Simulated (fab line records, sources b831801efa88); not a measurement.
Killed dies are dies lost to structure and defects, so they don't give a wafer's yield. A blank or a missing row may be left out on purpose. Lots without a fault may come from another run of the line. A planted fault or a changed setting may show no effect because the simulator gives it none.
fab line records | flow sky130
record lots=6 wafers=18 last_day=50
route steps=708 shown LDD_P@263 LDD_HVN@267 PAD_OPEN@708
lots that met no fault: from a run of the same line without faults
start_h: hours from the record's first day to the start of the lot's first wafer shown | wait_h: hours since the lot's step before | " the same as in the row above | L1.1+2: a row that stands for several wafers | - no value, or no start given | * or withheld: withheld | < > ~ a bound
route shown NAME@n: a module of which the file shows steps, and the number in the route of the first | usual: mean/standard deviation of fault-free wafers | same: alike in all rows | chamber/n: place in a boat | sites: the reading at each site | _std_site: their standard deviation | _edge_site: outer sites' mean less inner sites' | radius_mm: how far each site lies from the wafer's centre | mask NAME#n: copy n | behind: the tool/chamber that last shaped the wafer | hold: why the lot was held/for how many hours/how that ended | device: the transistor (n, p or np) that didn't switch | end of line: the same wafers' tests at the end of the route | a step without rows: its recipe alone | killed: dies lost to structure and defects at the first sort, not the wafer's yield | map: a wafer's dies, x killed, . not, _ none there
set.NAME: the setting as run; set.NAME@STEP: as run at that earlier step | model.NAME: the simulator's own value behind a step, which no gauge read
lots at some steps of the route; a table a step, a row a wafer
services: from which hour (start_h, from the record's first day; less than 0 if before it) a tool's chamber was out of use, for how many hours, and why
## steps
# step SKY_LDD_P_OVL_MEAS_08
# usual LDD_P_OVL=-0.4/1.4
# columns lot.wafer tool chamber start_h wait_h LDD_P_OVL[nm]
L862.2 overlay-01 - 535.61 0.1 1.6
L862.3 " - " " 0.2
L862.6 " - " " -1.2
L866.1 overlay-01 - 562.14 0.1 -1.1
L866.2 " - " " -2.6
L866.5 " - " " -0.8
L867.1 overlay-02 - 572.59 0.1 -1.1
L867.5 " - " " -0.9
L867.6 " - " " -0.4
L868.1 overlay-02 - 583.36 0.1 -0.6
L868.3 " - " " 0.1
L868.5 " - " " -1.3
L870.2 overlay-01 - 611.54 0.1 -1.3
L870.4 " - " " -0.2
L870.6 " - " " -1.0
L874.2 overlay-01 - 627.59 0.1 0.7
L874.3 " - " " 0.2
L874.6 " - " " 1.5
# step SKY_LDD_P_IMPLANT_09
# recipe species=BF2 energy_kev=25 dose_cm2=1e+13 tilt_deg=withheld
# step SKY_LDD_P_STRIP_10
# recipe chemistry=O2/N2 power_w=1400 pressure_mtorr=1500 platen_temp_c=withheld o2_flow_sccm=3000 n2_flow_sccm=300 overash_fraction=0.5
# usual drypump_motor_current_A=5.7/0.48 oes_product_au=0.716/0.0043 strip_time_to_endpoint_s=14.18/0.033
# columns lot.wafer tool chamber start_h wait_h drypump_motor_current_A oes_product_au rf_hours_counter_h strip_time_to_endpoint_s
L862.2 plasma_asher-01 0 535.79 0.1 6.3 0.719 73 14.21
L862.3 " 0 " " 6.3 0.710 - 14.22
L862.6 " 1 " " 5.6 0.711 - 14.17
L866.1 plasma_asher-02 0 562.32 0.1 4.8 0.710 41 14.17
L866.2 " 1 " " 5.8 0.716 41 14.14
L866.5 " 0 " " 4.8 0.713 - 14.15
L867.1 plasma_asher-01 1 572.77 0.1 5.6 0.718 76 14.11
L867.5 " 0 " " 6.3 0.718 - 14.12
L867.6 " 1 " " 5.6 0.725 - 14.14
L868.1 plasma_asher-01 1 583.55 0.1 5.6 0.716 77 14.16
L868.3 " 0 " " 6.3 0.712 - 14.22
L868.5 " 1 " " 5.7 0.716 - 14.24
L870.2 plasma_asher-03 0 611.72 0.1 5.7 0.710 94 14.25
L870.4 " 1 " " 6.1 0.723 - 14.22
L870.6 " 0 " " 5.7 0.717 - 14.24
L874.2 plasma_asher-02 1 627.77 0.1 5.8 0.722 48 14.15
L874.3 " 0 " " 4.8 0.712 - 14.18
L874.6 " 0 " " 4.8 0.717 - 14.20
# step SKY_LDD_P_TW_MEAS_11
# usual LDD_P_TW=641/5.1
# columns lot.wafer tool chamber start_h wait_h LDD_P_TW
L862.2 film_metro-04 - 535.90 0.1 640
L862.3 " - " " 640
L862.6 " - " " 641
L866.1 film_metro-04 - 562.42 0.1 638
L866.2 " - " " 637
L866.5 " - " " 636
L867.1 film_metro-01 - 572.87 0.1 633
L867.5 " - " " 632
L867.6 " - " " 629
L868.1 film_metro-04 - 583.65 0.1 639
L868.3 " - " " 642
L868.5 " - " " 639
L870.2 film_metro-01 - 611.83 0.1 634
L870.4 " - " " 635
L870.6 " - " " 636
L874.2 film_metro-02 - 627.88 0.1 645
L874.3 " - " " 644
L874.6 " - " " 645
# step SKY_LDD_HVN_DEHYDRATE_00
# recipe temp_c=200 time_s=60
# step SKY_LDD_HVN_HMDS_01
# recipe prime_time_s=60 prime_temp_c=120
# step SKY_LDD_HVN_COAT_02
# recipe resist=NOVOLAK spin_rpm=3000 resist_thk_nm=300
# step SKY_LDD_HVN_SOFTBAKE_03
# recipe temp_c=90 time_s=60 resist=NOVOLAK
# step SKY_LDD_HVN_EXPOSE_04
# recipe mask_id=HVNTM na=0.6 source_shape=conventional sigma_outer=0.6 polarization=unpolarized target_cd_nm=700 dose_mj=127
# step SKY_LDD_HVN_PEB_05
# recipe temp_c=withheld time_s=* resist=NOVOLAK
# step SKY_LDD_HVN_DEVELOP_06
# recipe resist=NOVOLAK developer=TMAH develop_time_s=60 dev_temp_c=23
# step SKY_LDD_HVN_OVL_MEAS_07
# usual LDD_HVN_OVL=1.2/1.3
# columns lot.wafer tool chamber start_h wait_h LDD_HVN_OVL[nm]
L862.2 overlay-02 - 565.72 0.1 0.9
L862.3 " - " " 0.2
L862.6 " - " " 0.3
L866.1 overlay-01 - 591.61 0.1 0.5
L866.2 " - " " 0.8
L866.5 " - " " 1.2
L867.1 overlay-02 - 601.84 0.1 2.5
L867.5 " - " " 1.5
L867.6 " - " " 1.4
L868.1 overlay-01 - 613.01 0.1 3.8
L868.3 " - " " 1.8
L868.5 " - " " 3.1
L870.2 overlay-01 - 639.57 0.1 1.9
L870.4 " - " " 2.8
L870.6 " - " " 2.1
L874.2 overlay-01 - 656.67 0.1 3.6
L874.3 " - " " 2.8
L874.6 " - " " 3.1
# step SKY_LDD_HVN_IMPLANT_08
# recipe species=P energy_kev=60 dose_cm2=3e+13 tilt_deg=40
# usual beam_energy_keV=60.004/0.021
# columns lot.wafer tool chamber start_h wait_h beam_energy_keV model.implant.rp_nm model.implant.drp_nm
L862.2 implanter-04 0 565.77 0.0 59.993 54.97 28.15
L862.3 " 0 " " 59.999 54.97 28.15
L862.6 " 0 " " 60.028 54.97 28.15
L866.1 implanter-03 0 591.65 0.0 60.021 56.58 28.15
L866.2 " 0 " " 60.043 56.58 28.15
L866.5 " 0 " " 60.027 56.58 28.15
L867.1 implanter-03 0 601.87 0.0 63.791 59.19 29.68
L867.5 " 0 " " 63.799 59.19 29.68
L867.6 " 0 " " 63.774 59.19 29.68
L868.1 implanter-03 0 613.05 0.0 63.771 59.51 29.68
L868.3 " 0 " " 63.763 59.51 29.68
L868.5 " 0 " " 63.764 59.51 29.68
L870.2 implanter-04 0 639.62 0.0 60.015 55.72 28.15
L870.4 " 0 " " 60.008 55.72 28.15
L870.6 " 0 " " 60.013 55.72 28.15
L874.2 implanter-04 0 656.72 0.0 59.977 56.67 28.15
L874.3 " 0 " " 60.001 56.67 28.15
L874.6 " 0 " " 59.979 56.67 28.15
# step SKY_LDD_HVN_STRIP_09
# recipe chemistry=O2/N2 power_w=1400 pressure_mtorr=1500 platen_temp_c=withheld o2_flow_sccm=3000 n2_flow_sccm=300 overash_fraction=0.5
# usual drypump_motor_current_A=5.96/0.27 oes_product_au=0.408/0.0044 strip_time_to_endpoint_s=4.132/0.014
# columns lot.wafer tool chamber start_h wait_h drypump_motor_current_A oes_product_au rf_hours_counter_h strip_time_to_endpoint_s
L862.2 plasma_asher-01 1 565.90 0.1 5.67 0.404 76 4.134
L862.3 " 1 " " 5.67 0.413 - 4.149
L862.6 " 0 " " 6.31 0.409 - 4.139
L866.1 plasma_asher-01 0 591.80 0.1 6.30 0.407 78 4.124
L866.2 " 1 " " 5.63 0.408 78 4.139
L866.5 " 1 " " 5.65 0.411 - 4.139
L867.1 plasma_asher-01 0 602.02 0.1 6.30 0.405 79 4.157
L867.5 " 1 " " 5.62 0.408 - 4.163
L867.6 " 0 " " 6.31 0.408 - 4.140
L868.1 plasma_asher-03 0 613.20 0.1 5.66 0.401 94 4.119
L868.3 " 0 " " 5.67 0.406 - 4.131
L868.5 " 0 " " 5.65 0.409 - 4.127
L870.2 plasma_asher-03 1 639.75 0.1 6.17 0.412 97 4.145
L870.4 " 1 " " 6.12 0.402 - 4.151
L870.6 " 0 " " 5.68 0.403 - 4.143
L874.2 plasma_asher-03 1 656.85 0.1 6.11 0.409 98 4.146
L874.3 " 0 " " 5.64 0.410 - 4.136
L874.6 " 1 " " 6.15 0.403 - 4.136
# step SKY_PAD_OPEN_PROBE_99
# usual killed_at_M0_to_M3=43/7.2 killed_at_M4_up=3.2/1.8 killed_at_contacts=23/5.6 killed_at_front_end=15/4.6 killed_at_other=0.3/0.71 killed_dies=85/10 killed_open=46/7.8 killed_short=38/6.5
# same gross_dies=492 killed_at_back_side=0
# columns lot.wafer tool chamber start_h wait_h killed_at_M0_to_M3 killed_at_M4_up killed_at_contacts killed_at_front_end killed_at_other killed_dies killed_open killed_short model.etest.tip_n_5v.rs_ohm_sq
L862.2 prober-02 - 1145.58 0.1 40 2 22 17 0 81 40 40 1419
L862.3 prober-02 - 1145.63 0.2 41 5 19 18 1 84 36 48 1405
L862.6 prober-02 - 1145.78 0.2 43 5 24 15 0 87 49 36 1413
L866.1 prober-02 - 1160.15 0.1 36 2 34 25 0 97 53 43 1383
L866.2 prober-02 - 1160.20 0.1 41 2 19 24 0 86 47 38 1379
L866.5 prober-02 - 1160.35 0.2 36 0 23 13 0 72 41 29 1388
L867.5 prober-01 - 1165.64 0.2 48 6 30 14 1 99 46 53 1348
L868.1 prober-02 - 1172.33 0.1 55 9 32 15 0 111 58 52 1333
L868.3 prober-02 - 1172.43 0.2 43 3 24 19 0 89 62 26 1336
L868.5 prober-02 - 1172.53 0.2 43 4 26 23 0 96 47 49 1335
L870.2 prober-01 - 1187.71 0.1 39 2 20 17 0 78 47 30 1382
L870.4 prober-01 - 1187.81 0.2 35 6 32 17 1 91 51 40 1391
L870.6 prober-01 - 1187.91 0.2 35 6 33 17 0 91 51 38 1394
L874.2 prober-02 - 1197.05 0.1 39 5 29 14 0 87 50 36 1370
L874.3 prober-02 - 1197.10 0.2 49 2 28 15 0 94 54 40 1368
L874.6 prober-02 - 1197.25 0.2 45 3 21 16 0 85 47 37 1370
# killed by level:class
L862.2 LI_CONTACT:geometric_particle:open=10 POLY_GATE:geometric_particle:short=7 POLY_GATE:geometric_particle:open=7 VIA1:geometric_particle:short=7 VIA1:geometric_particle:open=7 METAL2:geometric_particle:short=7 LOCAL_INTERCONNECT:geometric_particle:short=5 CONTACT:geometric_particle:open=4
L862.3 CONTACT:geometric_particle:open=9 METAL1:geometric_particle:short=8 METAL3:geometric_particle:short=6 FIELD_ISO:geometric_particle:short=5 POLY_GATE:geometric_particle:short=5 LI_CONTACT:geometric_particle:open=5 VIA1:geometric_particle:open=5 METAL2:geometric_particle:short=5
L862.6 VIA1:geometric_particle:open=10 CONTACT:geometric_particle:open=8 LI_CONTACT:geometric_particle:open=7 VIA2:geometric_particle:open=7 VIA1:geometric_particle:short=6 VIA3:geometric_particle:open=5 LI_CONTACT:geometric_particle:short=4 POLY_GATE:geometric_particle:open=3
L866.1 CONTACT:geometric_particle:open=13 VIA1:geometric_particle:open=11 FIELD_ISO:geometric_particle:open=8 CONTACT:geometric_particle:short=8 LOCAL_INTERCONNECT:geometric_particle:short=7 METAL1:geometric_particle:short=6 POLY_GATE:geometric_particle:short=5 VIA2:geometric_particle:open=5
L866.2 CONTACT:geometric_particle:open=10 METAL3:geometric_particle:short=6 VIA3:geometric_particle:open=6 FIELD_ISO:geometric_particle:open=5 POLY_GATE:geometric_particle:open=5 METAL1:geometric_particle:short=5 POLY_GATE:geometric_particle:short=4 VIA1:geometric_particle:open=4
L866.5 VIA1:geometric_particle:open=9 LI_CONTACT:geometric_particle:open=7 CONTACT:geometric_particle:open=7 VIA2:geometric_particle:open=6 VIA1:geometric_particle:short=5 FIELD_ISO:geometric_particle:short=4 LI_CONTACT:geometric_particle:short=4 METAL2:geometric_particle:short=4
L867.5 CONTACT:geometric_particle:open=12 VIA1:geometric_particle:open=11 METAL1:geometric_particle:short=8 METAL2:geometric_particle:short=7 LI_CONTACT:geometric_particle:open=6 CONTACT:geometric_particle:short=6 METAL3:geometric_particle:short=5 METAL4:geometric_particle:short=5
L868.1 VIA1:geometric_particle:open=13 LI_CONTACT:geometric_particle:open=8 CONTACT:geometric_particle:open=8 METAL1:geometric_particle:short=8 VIA1:geometric_particle:short=7 VIA3:geometric_particle:open=7 CONTACT:geometric_particle:short=6 VIA2:geometric_particle:open=6
L868.3 VIA1:geometric_particle:open=13 FIELD_ISO:geometric_particle:open=11 CONTACT:geometric_particle:open=9 LI_CONTACT:geometric_particle:open=8 VIA3:geometric_particle:open=6 METAL2:geometric_particle:short=5 METAL2:geometric_particle:open=5 METAL1:geometric_particle:short=4
L868.5 VIA1:geometric_particle:open=9 FIELD_ISO:geometric_particle:short=8 METAL2:geometric_particle:short=6 LI_CONTACT:geometric_particle:open=6 LOCAL_INTERCONNECT:geometric_particle:short=6 CONTACT:geometric_particle:open=6 VIA2:geometric_particle:open=6 VIA3:geometric_particle:open=6
L870.2 VIA1:geometric_particle:open=9 CONTACT:geometric_particle:open=8 METAL2:geometric_particle:short=6 VIA3:geometric_particle:open=6 VIA2:geometric_particle:open=5 POLY_GATE:geometric_particle:short=4 LI_CONTACT:geometric_particle:open=4 VIA1:geometric_particle:short=4
L870.4 VIA1:geometric_particle:open=12 CONTACT:geometric_particle:open=10 LOCAL_INTERCONNECT:geometric_particle:short=8 CONTACT:geometric_particle:short=7 POLY_GATE:geometric_particle:open=6 FIELD_ISO:geometric_particle:open=5 LI_CONTACT:geometric_particle:open=4 METAL4:geometric_particle:short=4
L870.6 VIA1:geometric_particle:open=13 CONTACT:geometric_particle:open=13 FIELD_ISO:geometric_particle:open=6 CONTACT:geometric_particle:short=6 LI_CONTACT:geometric_particle:open=6 METAL1:geometric_particle:short=5 LOCAL_INTERCONNECT:geometric_particle:short=4 VIA2:geometric_particle:open=4
L874.2 CONTACT:geometric_particle:open=15 VIA3:geometric_particle:open=7 METAL2:geometric_particle:short=7 VIA2:geometric_particle:open=7 LI_CONTACT:geometric_particle:open=6 VIA1:geometric_particle:open=6 FIELD_ISO:geometric_particle:short=5 CONTACT:geometric_particle:short=4
L874.3 VIA3:geometric_particle:open=14 LI_CONTACT:geometric_particle:open=9 LOCAL_INTERCONNECT:geometric_particle:short=8 VIA1:geometric_particle:short=7 CONTACT:geometric_particle:open=7 VIA1:geometric_particle:open=6 VIA2:geometric_particle:open=6 POLY_GATE:geometric_particle:open=5
L874.6 VIA3:geometric_particle:open=12 METAL2:geometric_particle:short=8 VIA1:geometric_particle:short=7 CONTACT:geometric_particle:open=6 POLY_GATE:geometric_particle:open=5 LI_CONTACT:geometric_particle:open=5 LOCAL_INTERCONNECT:geometric_particle:short=5 FIELD_ISO:geometric_particle:open=4
## services
# columns tool chamber start_h hours kind
implanter-03 - 534.14 2.4 pm
plasma_asher-02 - 541.10 0.4 repair
implanter-04 - 582.56 1.3 repair
plasma_asher-03 - 590.43 0.4 repair
plasma_asher-01 - 594.59 0.4 repair
## key
first_sign step=SKY_LDD_HVN_IMPLANT_08 reading=beam_energy_keV direction=up sigmas=99+ usual=* struck=*
effect none on later readings
model_effect step=SKY_LDD_HVN_IMPLANT_08 value=implant.rp_nm without=55.78 struck=59.35
model_effect step=SKY_PAD_OPEN_PROBE_99 value=etest.tip_n_5v.rs_ohm_sq without=1374 struck=1338
met_at SKY_LDD_HVN_IMPLANT_08
struck_wafers L867.1,L867.5,L867.6,L868.1,L868.3,L868.5
rows_end L867.1,L867.6
tester_left_out L867,L868
onset_between 591.65 601.87
fault kind=process_parameter_drift tool=implanter-03 chamber=- onset_h=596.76 steps=SKY_LDD_HVN_IMPLANT_08 channel=energy_kev offset=* shape=step end_h=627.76 acts_in=* stated=*
# tester_left_out: of these lots the tester's yield and bins aren't shown, on N5 and GAA mostly nor the transistor test; their killed dies are dies lost to structure and defects alone, not to doping, threshold or leakage, so they don't give the yield
# rows_end: these wafers met a further fault down the route, and their rows from its step on are left out
